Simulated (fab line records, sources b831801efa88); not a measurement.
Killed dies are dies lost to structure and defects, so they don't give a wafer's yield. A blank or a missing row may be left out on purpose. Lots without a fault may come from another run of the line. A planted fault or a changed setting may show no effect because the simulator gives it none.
Which tool did it? | flow sky130 | 12 lots, 36 wafers sampled, at 3 steps of a route of 708

WHAT THE GAUGES READ, wafer by wafer
SKY_METAL2_CD_MEAS_15: target cd 140 nm.
lot  | measured     | on        | cd_nm (nm)
L075 | day 34 20:07 | cd_sem-02 | 142.0 141.4 141.2
L077 | day 35 16:38 | cd_sem-02 | 140.9 140.8 140.7
L079 | day 36 21:21 | cd_sem-01 | 140.4 141.4 140.8
L081 | day 37 05:43 | cd_sem-01 | 139.4 140.9 139.0
L084 | day 38 02:50 | cd_sem-02 | 140.6 143.1 142.7
L085 | day 38 06:51 | cd_sem-01 | 141.9 140.9 140.7
L087 | day 39 00:47 | cd_sem-02 | 139.0 139.1 136.6
L090 | day 40 12:11 | cd_sem-02 | 139.8 141.1 138.5
L089 | day 40 12:26 | cd_sem-01 | 139.7 138.9 141.7
L093 | day 40 23:13 | cd_sem-01 | 139.9 140.4 139.3
L096 | day 42 07:19 | cd_sem-02 | 141.2 142.3 141.1
L097 | day 42 12:25 | cd_sem-02 | 141.2 139.6 140.2

WHICH TOOL RAN EACH LOT (tool, then ch and the chambers of the sampled wafers, then the start)
lot  | SKY_LOCAL_INTERCONNECT_STRIP_15      | SKY_VIA1_CVD_21
L075 | plasma_asher-02 ch 0,1, day 30 03:49 | cvd_w-02 ch 0,1, day 33 16:35
L077 | plasma_asher-04 ch 0,1, day 31 00:16 | cvd_w-02 ch 0, day 34 13:29
L079 | plasma_asher-01 ch 0,1, day 32 05:31 | cvd_w-01 ch 0,1, day 35 17:59
L081 | plasma_asher-02 ch 0,1, day 32 15:20 | cvd_w-02 ch 0,1, day 36 03:01
L084 | plasma_asher-04 ch 0,1, day 33 12:34 | cvd_w-01 ch 0,1, day 37 00:11
L085 | plasma_asher-01 ch 0,1, day 33 16:17 | cvd_w-02 ch 0,1, day 37 04:47
L087 | plasma_asher-02 ch 0,1, day 34 11:55 | cvd_w-01 ch 0,1, day 37 22:55
L090 | plasma_asher-01 ch 0,1, day 36 00:46 | cvd_w-02 ch 0,1, day 39 11:10
L089 | plasma_asher-02 ch 0,1, day 36 01:26 | cvd_w-01 ch 0,1, day 39 11:37
L093 | plasma_asher-04 ch 0,1, day 36 12:47 | cvd_w-01 ch 0,1, day 39 21:55
L096 | plasma_asher-01 ch 1, day 38 00:16   | cvd_w-01 ch 0,1, day 41 07:25
L097 | plasma_asher-01 ch 0,1, day 38 04:49 | cvd_w-01 ch 0,1, day 41 12:07
- SKY_LOCAL_INTERCONNECT_STRIP_15: strips in O2/N2.
- SKY_VIA1_CVD_21: deposits W, target thk 270 nm, time 80.902 s.

THE ANSWER, worked out from the rows above alone
Rule: what is usual is taken from the lots themselves. Put in order of their means at a reading, lots are off if they are a third of the lots or fewer, leave a main group of 4 or more, and stand apart from it by a gap of 3 or more times the standard deviation of the main group's means; of several such gaps the widest counts. A main group whose means are all the same, to the digits that the tables above print for the reading, isn't used. A lot without any number at a reading at which 4 lots or more have one is off too. The other lots that the step has rows for count as sound.
No lot is off at any reading shown: from this, nothing can be told.

WHAT THE SIMULATOR HAD PUT IN
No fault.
